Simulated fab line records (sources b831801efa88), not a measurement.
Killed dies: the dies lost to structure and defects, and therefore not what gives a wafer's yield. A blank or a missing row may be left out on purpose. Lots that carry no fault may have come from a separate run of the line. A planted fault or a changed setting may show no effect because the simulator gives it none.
fab line records ; flow sky130 ; part 1 of 2: steps 1 to 32 of 45
[record] lots = 5; wafers = 15; lastDay = 50
route steps=708 shown CAPM@541 METAL3@555 VIA3@573
lots with no fault: from the same line, run without faults
startH: the number of hours between the record's first day and the start of the first shown wafer of the lot ; waitH: time in hours since the lot's previous step ; " identical to the entry in the row above ; L1.1+2: a row that stands for several wafers ; - no value, or no start given ; * or withheld: withheld ; < > ~ a bound
route shown NAME@n: a module of which the file shows steps, and the number in the route of the first ; usual: mean/standard deviation taken from wafers without a fault ; same: alike in all rows ; chamber/n: place in a boat ; sites: readings site by site ; _std_site: standard deviation across them ; _edge_site: the outer-site mean with the inner-site mean subtracted ; radiusMm: for every site, how far away it sits from the centre of the wafer ; mask NAME#n: copy n ; behind: the most recent tool/chamber to have shaped the wafer ; hold: the reason the lot was held/the length of the hold in hours/how it ended ; device: the n, p or np transistor that did not switch ; end of line: tests run on the same wafers once the route is complete ; a step given without rows: its recipe and nothing more ; killed: dies lost to structure and defects at the first sort, not the wafer's yield ; map: the dies of a wafer, with x for killed, . for not killed, _ for no die there
set.NAME: the setting that was run; set.NAME@STEP: the one run at that earlier step ; model.NAME: the simulator's own value behind a step, which no gauge read
lots seen at some steps along the route; tables by step, rows by wafer
services: a tool's chamber out of use, with start hour (startH, from the record's first day; less than 0 if before it), hours out, and reason
[[steps]]
[step SKY_CAPM_THK_MEAS_04]
[recipe] thkMeasGauge = xrf; reads = TiN_of_CAPM_SPUTTER_02
[usual] CAPM_TIN_THK = 202.9/2.4
lot.wafer;tool;chamber;startH;waitH;CAPM_TIN_THK[nm]
L075.1;filmMetro-03;-;862.33;0.1;201.1
L075.3;filmMetro-03;-;862.33;0.1;201.3
L075.4;filmMetro-03;-;862.33;0.1;201.4
L077.1;filmMetro-04;-;877.81;0.1;201.3
L077.2;filmMetro-04;-;877.81;0.1;205.6
L077.4;filmMetro-04;-;877.81;0.1;202.0
L084.4;filmMetro-01;-;936.20;0.1;202.8
L084.5;filmMetro-01;-;936.20;0.1;202.3
L084.6;filmMetro-01;-;936.20;0.1;201.6
L085.1;filmMetro-03;-;941.98;0.1;202.9
L085.2;filmMetro-03;-;941.98;0.1;201.2
L085.4;filmMetro-03;-;941.98;0.1;200.4
L092.2;filmMetro-03;-;992.22;0.1;202.2
L092.4;filmMetro-03;-;992.22;0.1;201.7
L092.6;filmMetro-03;-;992.22;0.1;201.7
[step SKY_CAPM_DEHYDRATE_05]
[recipe] tempC = 200; timeS = 60
lot.wafer;tool;chamber;startH;waitH
L075.1+3+4;lithoTrack-04;0;874.55;12.2
L077.1+2+4;lithoTrack-04;0;890.00;12.2
L084.4+5+6;lithoTrack-04;0;947.73;11.5
L085.1+2+4;lithoTrack-02;0;953.56;11.6
L092.2+4+6;lithoTrack-04;0;1002.83;10.6
[step SKY_CAPM_HMDS_06]
[recipe] primeTimeS = 60; primeTempC = 120
[usual] primeTempC = 119.98/0.13
lot.wafer;tool;chamber;startH;waitH;primeTempC
L075.1;lithoTrack-04;0;874.70;0.1;120.09
L075.3;lithoTrack-04;0;874.70;0.1;120.05
L075.4;lithoTrack-04;0;874.70;0.1;119.98
L077.1;lithoTrack-04;0;890.15;0.1;120.01
L077.2;lithoTrack-04;0;890.15;0.1;119.95
L077.4;lithoTrack-04;0;890.15;0.1;120.07
L084.4;lithoTrack-04;0;947.88;0.1;119.93
L084.5;lithoTrack-04;0;947.88;0.1;120.05
L084.6;lithoTrack-04;0;947.88;0.1;119.87
L085.1;lithoTrack-02;0;953.71;0.1;119.93
L085.2;lithoTrack-02;0;953.71;0.1;119.81
L085.4;lithoTrack-02;0;953.71;0.1;119.74
L092.2;lithoTrack-04;0;1002.98;0.1;120.09
L092.4;lithoTrack-04;0;1002.98;0.1;120.10
L092.6;lithoTrack-04;0;1002.98;0.1;119.95
[step SKY_CAPM_COAT_07]
[recipe] resist = NOVOLAK; spinRpm = 3000; resistThkNm = 1140
lot.wafer;tool;chamber;startH;waitH
L075.1+3+4;lithoTrack-04;0;874.85;0.1
L077.1+2+4;lithoTrack-04;0;890.30;0.1
L084.4+5+6;lithoTrack-04;0;948.03;0.1
L085.1+2+4;lithoTrack-02;0;953.86;0.1
L092.2+4+6;lithoTrack-04;0;1003.13;0.1
[step SKY_CAPM_SOFTBAKE_08]
[recipe] tempC = 90; timeS = 60; resist = NOVOLAK
lot.wafer;tool;chamber;startH;waitH
L075.1+3+4;lithoTrack-04;0;875.00;0.1
L077.1+2+4;lithoTrack-04;0;890.45;0.1
L084.4+5+6;lithoTrack-04;0;948.18;0.1
L085.1+2+4;lithoTrack-02;0;954.01;0.1
L092.2+4+6;lithoTrack-04;0;1003.28;0.1
[step SKY_CAPM_EXPOSE_09]
[recipe] maskId = CAPM; na = 0.6; sourceShape = conventional; sigmaOuter = 0.6; polarization = unpolarized; targetCdNm = 1000; doseMj = 159
lot.wafer;tool;chamber;startH;waitH;mask
L075.1+3+4;ilineStepper-02;0;-;-;CAPM#0
L077.1+2+4;ilineStepper-02;0;-;-;CAPM#0
L084.4+5+6;ilineStepper-01;0;-;-;CAPM#0
L085.1+2+4;ilineStepper-01;0;-;-;CAPM#0
L092.2+4+6;ilineStepper-01;0;-;-;CAPM#0
[step SKY_CAPM_PEB_10]
[recipe] tempC = withheld; timeS = *; resist = NOVOLAK
lot.wafer;tool;chamber;startH;waitH
L075.1+3+4;lithoTrack-04;0;-;-
L077.1+2+4;lithoTrack-02;0;-;-
L084.4+5+6;lithoTrack-01;0;-;-
L085.1+2+4;lithoTrack-02;0;-;-
L092.2+4+6;lithoTrack-04;0;-;-
[step SKY_CAPM_DEVELOP_11]
[recipe] resist = NOVOLAK; developer = TMAH; developTimeS = 60; devTempC = 23
lot.wafer;tool;chamber;startH;waitH
L075.1+3+4;lithoTrack-04;0;887.95;0.1
L077.1+2+4;lithoTrack-02;0;903.46;0.1
L084.4+5+6;lithoTrack-01;0;960.74;0.1
L085.1+2+4;lithoTrack-02;0;966.62;0.1
L092.2+4+6;lithoTrack-04;0;1015.48;0.1
[step SKY_CAPM_OVL_MEAS_12]
[usual] CAPM_OVL = 1.2/1.4
lot.wafer;tool;chamber;startH;waitH;CAPM_OVL[nm]
L075.1;overlay-02;-;888.10;0.1;1.6
L075.3;overlay-02;-;888.10;0.1;1.6
L075.4;overlay-02;-;888.10;0.1;1.8
L077.1;overlay-01;-;903.61;0.1;2.1
L077.2;overlay-01;-;903.61;0.1;3.1
L077.4;overlay-01;-;903.61;0.1;2.3
L084.4;overlay-02;-;960.83;0.1;2.3
L084.5;overlay-02;-;960.83;0.1;2.9
L084.6;overlay-02;-;960.83;0.1;2.2
L085.1;overlay-02;-;966.77;0.1;1.4
L085.2;overlay-02;-;966.77;0.1;0.5
L085.4;overlay-02;-;966.77;0.1;-0.4
L092.2;overlay-01;-;1015.61;0.1;1.6
L092.4;overlay-01;-;1015.61;0.1;1.9
L092.6;overlay-01;-;1015.61;0.1;2.5
[step SKY_CAPM_METAL_ETCH_13]
[recipe] targetDepthNm = 220; stopOn = SiO2; chemistry = Cl2/BCl3; target = TiN; pressureMtorr = 10; icpW = 900; biasW = 48.5; Cl2_flow_sccm = 60; bcl3FlowSccm = 30; timeS = 62.9
[usual] drypumpMotorCurrentA = 5.9/0.42; oesProductAu = 0.942/0.0073; throttleValvePct = 21.900/0.01
lot.wafer;tool;chamber;startH;waitH;drypumpMotorCurrentA;oesProductAu;rfHoursCounterH;throttleValvePct
L075.1;rieMetal-01;1;888.14;0.0;5.3;0.931;12;21.903
L075.3;rieMetal-01;1;888.14;0.0;5.4;0.940;-;21.903
L075.4;rieMetal-01;0;888.14;0.0;6.6;0.936;-;21.901
L077.1;rieMetal-03;1;903.65;0.0;6.2;0.933;19;21.913
L077.2;rieMetal-03;0;903.65;0.0;5.7;0.943;5;21.894
L077.4;rieMetal-03;1;903.65;0.0;6.1;0.939;-;21.909
L084.4;rieMetal-02;1;960.88;0.0;6.1;0.946;-;21.906
L084.5;rieMetal-02;0;960.88;0.0;5.4;0.943;-;21.899
L084.6;rieMetal-02;1;960.88;0.0;6.2;0.943;-;21.902
L085.1;rieMetal-03;0;966.80;0.0;5.7;0.952;8;21.900
L085.2;rieMetal-03;1;966.80;0.0;6.1;0.935;2;21.897
L085.4;rieMetal-03;1;966.80;0.0;6.1;0.938;-;21.891
L092.2;rieMetal-03;1;1015.64;0.0;6.1;0.946;5;21.917
L092.4;rieMetal-03;0;1015.64;0.0;5.7;0.938;-;21.890
L092.6;rieMetal-03;1;1015.64;0.0;6.1;0.943;-;21.900
[step SKY_CAPM_STRIP_14]
[recipe] chemistry = O2/N2; powerW = 1400; pressureMtorr = 1500; platenTempC = withheld; o2FlowSccm = 3000; n2FlowSccm = 300; overashFraction = 0.5
[usual] drypumpMotorCurrentA = 5.6/0.46; oesProductAu = 0.710/0.0043; stripTimeToEndpointS = 12.65/0.044
lot.wafer;tool;chamber;startH;waitH;drypumpMotorCurrentA;oesProductAu;rfHoursCounterH;stripTimeToEndpointS
L075.1;plasmaAsher-02;1;888.21;0.1;4.9;0.707;48;12.64
L075.3;plasmaAsher-02;1;888.21;0.1;4.9;0.708;-;12.64
L075.4;plasmaAsher-02;0;888.21;0.1;5.9;0.717;-;12.63
L077.1;plasmaAsher-03;1;903.73;0.1;5.9;0.712;106;12.60
L077.2;plasmaAsher-03;0;903.73;0.1;5.6;0.713;106;12.71
L077.4;plasmaAsher-03;0;903.73;0.1;5.6;0.701;-;12.57
L084.4;plasmaAsher-02;0;960.96;0.1;5.9;0.707;-;12.68
L084.5;plasmaAsher-02;1;960.96;0.1;4.9;0.710;-;12.72
L084.6;plasmaAsher-02;0;960.96;0.1;5.9;0.712;-;12.65
L085.1;plasmaAsher-03;1;966.88;0.1;6.0;0.708;112;12.62
L085.2;plasmaAsher-03;0;966.88;0.1;5.6;0.708;112;12.59
L085.4;plasmaAsher-03;1;966.88;0.1;6.0;0.715;-;12.59
L092.2;plasmaAsher-01;0;1015.71;0.1;6.2;0.701;92;12.62
L092.4;plasmaAsher-01;1;1015.71;0.1;5.4;0.709;-;12.71
L092.6;plasmaAsher-01;1;1015.71;0.1;5.4;0.710;-;12.61
[step SKY_CAPM_STRIP_15]
[recipe] chemistry = postEtchResidueRemover; timeS = 1200; tempC = 72.5
lot.wafer;tool;chamber;startH;waitH
L075.1+3+4;wetBench-01;1;888.31;0.1
L077.1+2+4;wetBench-02;2;903.83;0.1
L084.4+5+6;wetBench-02;3;961.03;0.0
L085.1+2+4;wetBench-01;1;966.98;0.1
L092.2+4+6;wetBench-03;3;1015.81;0.1
[step SKY_CAPM_CLEAN_16]
[recipe] chemistry = IPA; timeS = 180; tempC = 25
lot.wafer;tool;chamber;startH;waitH
L075.1+3+4;wetBench-03;1;888.66;0.0
L077.1+2+4;wetBench-01;0;904.17;0.0
L084.4+5+6;wetBench-03;2;961.71;0.0
L085.1+2+4;wetBench-03;0;967.35;0.0
L092.2+4+6;wetBench-02;1;1016.16;0.0
[step SKY_CAPM_CLEAN_17]
[recipe] chemistry = O3/DIW; dry = n2Spin
lot.wafer;tool;chamber;startH;waitH
L075.1+3+4;wetBench-01;3;888.71;0.0
L077.1+2+4;wetBench-02;2;904.23;0.0
L084.4+5+6;wetBench-02;3;961.77;0.0
L085.1+2+4;wetBench-02;2;967.41;0.0
L092.2+4+6;wetBench-03;1;1016.29;0.0
[step SKY_METAL3_DEHYDRATE_05]
[recipe] tempC = 200; timeS = 60
lot.wafer;tool;chamber;startH;waitH
L075.1+3+4;lithoTrack-02;0;901.41;12.6
L077.1+2+4;lithoTrack-03;0;916.22;11.9
L084.4+5+6;lithoTrack-02;0;973.24;11.3
L085.1+2+4;lithoTrack-02;0;978.72;11.1
L092.2+4+6;lithoTrack-02;0;1026.49;10.1
[step SKY_METAL3_HMDS_06]
[recipe] primeTimeS = 60; primeTempC = 120
[usual] primeTempC = 120.02/0.14
lot.wafer;tool;chamber;startH;waitH;primeTempC
L075.1;lithoTrack-02;0;901.56;0.1;119.89
L075.3;lithoTrack-02;0;901.56;0.1;120.01
L075.4;lithoTrack-02;0;901.56;0.1;120.08
L077.1;lithoTrack-03;0;916.37;0.1;119.74
L077.2;lithoTrack-03;0;916.37;0.1;119.95
L077.4;lithoTrack-03;0;916.37;0.1;119.97
L084.4;lithoTrack-02;0;973.39;0.1;120.05
L084.5;lithoTrack-02;0;973.39;0.1;119.95
L084.6;lithoTrack-02;0;973.39;0.1;120.14
L085.1;lithoTrack-02;0;978.87;0.1;120.12
L085.2;lithoTrack-02;0;978.87;0.1;119.96
L085.4;lithoTrack-02;0;978.87;0.1;120.11
L092.2;lithoTrack-02;0;1026.64;0.1;119.93
L092.4;lithoTrack-02;0;1026.64;0.1;120.07
L092.6;lithoTrack-02;0;1026.64;0.1;120.08
[step SKY_METAL3_COAT_07]
[recipe] resist = BARC; tempC = withheld; timeS = withheld; spinRpm = 2963; resistThkNm = 60
lot.wafer;tool;chamber;startH;waitH
L075.1+3+4;lithoTrack-02;0;901.71;0.1
L077.1+2+4;lithoTrack-03;0;916.52;0.1
L084.4+5+6;lithoTrack-02;0;973.54;0.1
L085.1+2+4;lithoTrack-02;0;979.02;0.1
L092.2+4+6;lithoTrack-02;0;1026.79;0.1
[step SKY_METAL3_COAT_08]
[recipe] resist = KrF-thick; spinRpm = 3000; resistThkNm = 1140
lot.wafer;tool;chamber;startH;waitH
L075.1+3+4;lithoTrack-02;0;-;-
L077.1+2+4;lithoTrack-03;0;-;-
L084.4+5+6;lithoTrack-02;0;-;-
L085.1+2+4;lithoTrack-02;0;-;-
L092.2+4+6;lithoTrack-02;0;-;-
[step SKY_METAL3_SOFTBAKE_09]
[recipe] tempC = 100; timeS = 90; resist = KrF-thick
lot.wafer;tool;chamber;startH;waitH
L075.1+3+4;lithoTrack-02;0;-;-
L077.1+2+4;lithoTrack-03;0;-;-
L084.4+5+6;lithoTrack-02;0;-;-
L085.1+2+4;lithoTrack-02;0;-;-
L092.2+4+6;lithoTrack-02;0;-;-
[step SKY_METAL3_EXPOSE_10]
[recipe] maskId = MM3; na = 0.68; sourceShape = annular; sigmaInner = 0.4; sigmaOuter = 0.8; targetCdNm = 300; doseMj = 28
lot.wafer;tool;chamber;startH;waitH;mask
L075.1+3+4;krfScanner-02;0;-;-;MM3#0
L077.1+2+4;krfScanner-02;0;-;-;MM3#0
L084.4+5+6;krfScanner-02;0;-;-;MM3#0
L085.1+2+4;krfScanner-01;0;-;-;MM3#0
L092.2+4+6;krfScanner-01;0;-;-;MM3#0
[step SKY_METAL3_PEB_11]
[recipe] pebTempC = withheld; pebTimeS = withheld; resist = KrF-thick
lot.wafer;tool;chamber;startH;waitH
L075.1+3+4;lithoTrack-03;0;-;-
L077.1+2+4;lithoTrack-03;0;-;-
L084.4+5+6;lithoTrack-02;0;-;-
L085.1+2+4;lithoTrack-03;0;-;-
L092.2+4+6;lithoTrack-02;0;-;-
[step SKY_METAL3_DEVELOP_12]
[recipe] developTimeS = 60; resist = KrF-thick; devTempC = 21
lot.wafer;tool;chamber;startH;waitH
L075.1+3+4;lithoTrack-03;0;-;-
L077.1+2+4;lithoTrack-03;0;-;-
L084.4+5+6;lithoTrack-02;0;-;-
L085.1+2+4;lithoTrack-03;0;-;-
L092.2+4+6;lithoTrack-02;0;-;-
[step SKY_METAL3_CD_MEAS_13]
[recipe] targetCdNm = 300
[usual] cdNm = 300.2/1.6
lot.wafer;tool;chamber;startH;waitH;cdNm
L075.1;cdSem-01;-;914.67;-;301.8
L075.3;cdSem-01;-;914.67;-;301.9
L075.4;cdSem-01;-;914.67;-;301.7
L077.1;cdSem-01;-;929.22;-;298.0
L077.2;cdSem-01;-;929.22;-;296.8
L077.4;cdSem-01;-;929.22;-;296.6
L084.4;cdSem-02;-;986.33;-;302.0
L084.5;cdSem-02;-;986.33;-;303.2
L084.6;cdSem-02;-;986.33;-;302.9
L085.1;cdSem-01;-;991.82;-;298.9
L085.2;cdSem-01;-;991.82;-;298.1
L085.4;cdSem-01;-;991.82;-;298.5
L092.2;cdSem-01;-;1040.29;-;302.3
L092.4;cdSem-01;-;1040.29;-;301.9
L092.6;cdSem-01;-;1040.29;-;302.5
[step SKY_METAL3_OVL_MEAS_14]
[usual] METAL3_OVL = -4/5.5
lot.wafer;tool;chamber;startH;waitH;METAL3_OVL[nm]
L075.1;overlay-01;-;914.79;0.1;-13
L075.3;overlay-01;-;914.79;0.1;-12
L075.4;overlay-01;-;914.79;0.1;-15
L077.1;overlay-02;-;929.34;0.1;5
L077.2;overlay-02;-;929.34;0.1;-2
L077.4;overlay-02;-;929.34;0.1;-2
L084.4;overlay-01;-;986.40;0.1;1
L084.5;overlay-01;-;986.40;0.1;-8
L084.6;overlay-01;-;986.40;0.1;-1
L085.1;overlay-02;-;991.94;0.1;-5
L085.2;overlay-02;-;991.94;0.1;-1
L085.4;overlay-02;-;991.94;0.1;-1
L092.2;overlay-01;-;1040.39;0.1;-13
L092.4;overlay-01;-;1040.39;0.1;-17
L092.6;overlay-01;-;1040.39;0.1;-9
[step SKY_METAL3_DESCUM_15]
[recipe] chemistry = O2; sourcePowerW = 150; biasPowerW = 0; pressureMtorr = 10; tempC = 40; timeS = 8
[usual] drypumpMotorCurrentA = 5.9/0.47; oesProductAu = 0.995/0.012
lot.wafer;tool;chamber;startH;waitH;drypumpMotorCurrentA;oesProductAu;rfHoursCounterH
L075.1;rieMetal-01;0;914.82;0.0;6.6;1.013;5
L075.3;rieMetal-01;1;914.82;0.0;5.4;0.992;-
L075.4;rieMetal-01;0;914.82;0.0;6.6;1.012;-
L077.1;rieMetal-01;0;929.37;0.0;6.5;1.005;6
L077.2;rieMetal-01;1;929.37;0.0;5.3;0.979;14
L077.4;rieMetal-01;0;929.37;0.0;6.5;0.997;-
L084.4;rieMetal-02;0;986.43;0.0;5.4;1.004;-
L084.5;rieMetal-02;0;986.43;0.0;5.4;1.004;-
L084.6;rieMetal-02;1;986.43;0.0;6.1;1.010;-
L085.1;rieMetal-02;0;991.98;0.0;5.4;1.004;12
L085.2;rieMetal-02;1;991.98;0.0;6.1;1.008;9
L085.4;rieMetal-02;0;991.98;0.0;5.4;0.999;-
L092.2;rieMetal-02;1;1040.42;0.0;6.1;1.006;11
L092.4;rieMetal-02;1;1040.42;0.0;6.1;0.999;-
L092.6;rieMetal-02;0;1040.42;0.0;5.4;1.000;-
[step SKY_METAL3_ETCH_16]
[recipe] chemistry = N2/H2; target = BARC; ionEnergyEv = 200; biasW = 100; pressureMtorr = 30; n2FlowSccm = 100; h2FlowSccm = 200; icpW = 500; stopOn = SiO2; timeS = 88.2; targetDepthA = 600
[usual] drypumpMotorCurrentA = 5.9/0.47; oesProductAu = 0.627/0.005; throttleValvePct = 13.205/0.009
lot.wafer;tool;chamber;startH;waitH;drypumpMotorCurrentA;oesProductAu;rfHoursCounterH;throttleValvePct
L075.1;rieMetal-01;0;914.86;0.0;6.6;0.624;5;13.209
L075.3;rieMetal-01;1;914.86;0.0;5.4;0.622;-;13.202
L075.4;rieMetal-01;0;914.86;0.0;6.6;0.637;-;13.201
L077.1;rieMetal-01;0;929.41;0.0;6.6;0.628;6;13.198
L077.2;rieMetal-01;1;929.41;0.0;5.3;0.619;14;13.211
L077.4;rieMetal-01;0;929.41;0.0;6.6;0.635;-;13.209
L084.4;rieMetal-02;0;986.49;0.0;5.4;0.626;-;13.207
L084.5;rieMetal-02;0;986.49;0.0;5.4;0.628;-;13.204
L084.6;rieMetal-02;1;986.49;0.0;6.2;0.614;-;13.197
L085.1;rieMetal-02;0;992.01;0.0;5.4;0.621;12;13.209
L085.2;rieMetal-02;1;992.01;0.0;6.2;0.619;9;13.196
L085.4;rieMetal-02;0;992.01;0.0;5.4;0.629;-;13.199
L092.2;rieMetal-02;1;1040.45;0.0;6.2;0.628;11;13.195
L092.4;rieMetal-02;1;1040.45;0.0;6.2;0.629;-;13.198
L092.6;rieMetal-02;0;1040.45;0.0;5.4;0.628;-;13.218
[step SKY_METAL3_ETCH_17]
[recipe] target = SiO2; stopOn = TiN; chemistry = C4F8/O2/Ar; sourceW = 1500; biasW = 1200; pressureMtorr = 40; c4f8FlowSccm = withheld; O2_flow_sccm = 6; Ar_flow_sccm = 300; timeS = 3.9; targetDepthA = 150
[usual] oesProductAu = 0.751/0.0078
lot.wafer;tool;chamber;startH;waitH;oesProductAu;rfHoursCounterH
L075.1;rieDiel-02;0;914.95;0.1;0.751;6
L075.3;rieDiel-02;3;914.95;0.1;0.754;1
L075.4;rieDiel-02;1;914.95;0.1;0.763;15
L077.1;rieDiel-02;0;929.50;0.1;0.756;6
L077.2;rieDiel-02;3;929.50;0.1;0.745;1
L077.4;rieDiel-02;1;929.50;0.1;0.761;15
L084.4;rieDiel-02;0;986.55;0.0;0.757;8
L084.5;rieDiel-02;1;986.55;0.0;0.763;-
L084.6;rieDiel-02;2;986.55;0.0;0.744;-
L085.1;rieDiel-02;1;992.11;0.1;0.766;17
L085.2;rieDiel-02;3;992.11;0.1;0.762;3
L085.4;rieDiel-02;0;992.11;0.1;0.753;8
L092.2;rieDiel-01;2;1040.55;0.1;0.758;10
L092.4;rieDiel-01;1;1040.55;0.1;0.759;5
L092.6;rieDiel-01;2;1040.55;0.1;0.756;-
[step SKY_METAL3_METAL_ETCH_18]
[recipe] targetDepthA = 8450; stopOn = SiO2; overEtchFrac = 0.3; timeS = 183.1; chemistry = Cl2/BCl3; resistSidewallDeg = 88; pressureMtorr = 10; icpW = 900; biasW = 48.5; Cl2_flow_sccm = 60; bcl3FlowSccm = 30
[usual] drypumpMotorCurrentA = 5.9/0.4; oesProductAu = 0.865/0.0059; throttleValvePct = 22.264/0.0093
lot.wafer;tool;chamber;startH;waitH;drypumpMotorCurrentA;oesProductAu;rfHoursCounterH;throttleValvePct
L075.1;rieMetal-04;0;914.97;0.0;6.1;0.855;9;22.254
L075.3;rieMetal-04;0;914.97;0.0;6.1;0.855;-;22.274
L075.4;rieMetal-04;1;914.97;0.0;5.6;0.845;-;22.260
L077.1;rieMetal-04;1;929.52;0.0;5.6;0.855;11;22.261
L077.2;rieMetal-04;0;929.52;0.0;6.1;0.860;9;22.268
L077.4;rieMetal-04;0;929.52;0.0;6.1;0.862;-;22.264
L084.4;rieMetal-04;1;986.63;0.1;5.6;0.872;-;22.248
L084.5;rieMetal-04;0;986.63;0.1;6.1;0.859;-;22.274
L084.6;rieMetal-04;1;986.63;0.1;5.6;0.860;-;22.275
L085.1;rieMetal-04;1;992.12;0.0;5.6;0.860;15;22.278
L085.2;rieMetal-04;0;992.12;0.0;6.1;0.858;13;22.250
L085.4;rieMetal-04;1;992.12;0.0;5.6;0.862;-;22.257
L092.2;rieMetal-04;1;1040.57;0.0;5.6;0.867;17;22.287
L092.4;rieMetal-04;1;1040.57;0.0;5.6;0.850;-;22.254
L092.6;rieMetal-04;1;1040.57;0.0;5.6;0.868;-;22.274
[step SKY_METAL3_STRIP_19]
[recipe] chemistry = O2/N2; powerW = 1400; pressureMtorr = 1500; platenTempC = withheld; o2FlowSccm = 3000; n2FlowSccm = 300; overashFraction = 0.5
[usual] drypumpMotorCurrentA = 5.7/0.41; oesProductAu = 0.505/0.0069; stripTimeToEndpointS = 6.61/0.12
lot.wafer;tool;chamber;startH;waitH;drypumpMotorCurrentA;oesProductAu;rfHoursCounterH;stripTimeToEndpointS
L075.1;plasmaAsher-03;0;915.15;0.1;5.6;0.514;107;6.87
L075.3;plasmaAsher-03;0;915.15;0.1;5.6;0.519;-;6.90
L075.4;plasmaAsher-03;1;915.15;0.1;5.9;0.512;-;6.72
L077.1;plasmaAsher-02;1;929.70;0.1;4.9;0.512;52;6.72
L077.2;plasmaAsher-02;0;929.70;0.1;5.8;0.515;52;6.85
L077.4;plasmaAsher-02;1;929.70;0.1;4.9;0.520;-;6.92
L084.4;plasmaAsher-04;1;986.78;0.1;6.0;0.502;-;6.60
L084.5;plasmaAsher-04;1;986.78;0.1;6.0;0.508;-;6.81
L084.6;plasmaAsher-04;0;986.78;0.1;6.1;0.509;-;6.70
L085.1;plasmaAsher-04;0;992.30;0.1;6.1;0.504;23;6.58
L085.2;plasmaAsher-04;1;992.30;0.1;6.0;0.515;23;6.83
L085.4;plasmaAsher-04;1;992.30;0.1;6.0;0.502;-;6.59
L092.2;plasmaAsher-02;0;1040.75;0.1;5.9;0.498;63;6.64
L092.4;plasmaAsher-02;0;1040.75;0.1;5.8;0.506;-;6.63
L092.6;plasmaAsher-02;0;1040.75;0.1;5.9;0.507;-;6.65
[step SKY_METAL3_STRIP_20]
[recipe] chemistry = postEtchResidueRemover; timeS = 1200; tempC = 72.5
lot.wafer;tool;chamber;startH;waitH
L075.1+3+4;wetBench-04;1;915.25;0.1
L077.1+2+4;wetBench-03;0;929.80;0.1
L084.4+5+6;wetBench-03;1;986.85;0.0
L085.1+2+4;wetBench-01;3;992.40;0.1
L092.2+4+6;wetBench-03;3;1040.85;0.1
[step SKY_METAL3_CLEAN_21]
[recipe] chemistry = IPA; timeS = 180; tempC = 25
lot.wafer;tool;chamber;startH;waitH
L075.1+3+4;wetBench-04;2;915.59;0.0
L077.1+2+4;wetBench-01;2;930.14;0.0
L084.4+5+6;wetBench-01;3;987.19;0.0
L085.1+2+4;wetBench-03;2;992.74;0.0
L092.2+4+6;wetBench-03;2;1041.19;0.0
[step SKY_METAL3_CLEAN_22]
[recipe] chemistry = O3/DIW; dry = n2Spin
lot.wafer;tool;chamber;startH;waitH
L075.1+3+4;wetBench-04;1;915.65;0.0
L077.1+2+4;wetBench-04;3;930.21;0.0
L084.4+5+6;wetBench-03;0;987.26;0.0
L085.1+2+4;wetBench-01;1;992.80;0.0
L092.2+4+6;wetBench-03;0;1041.25;0.0
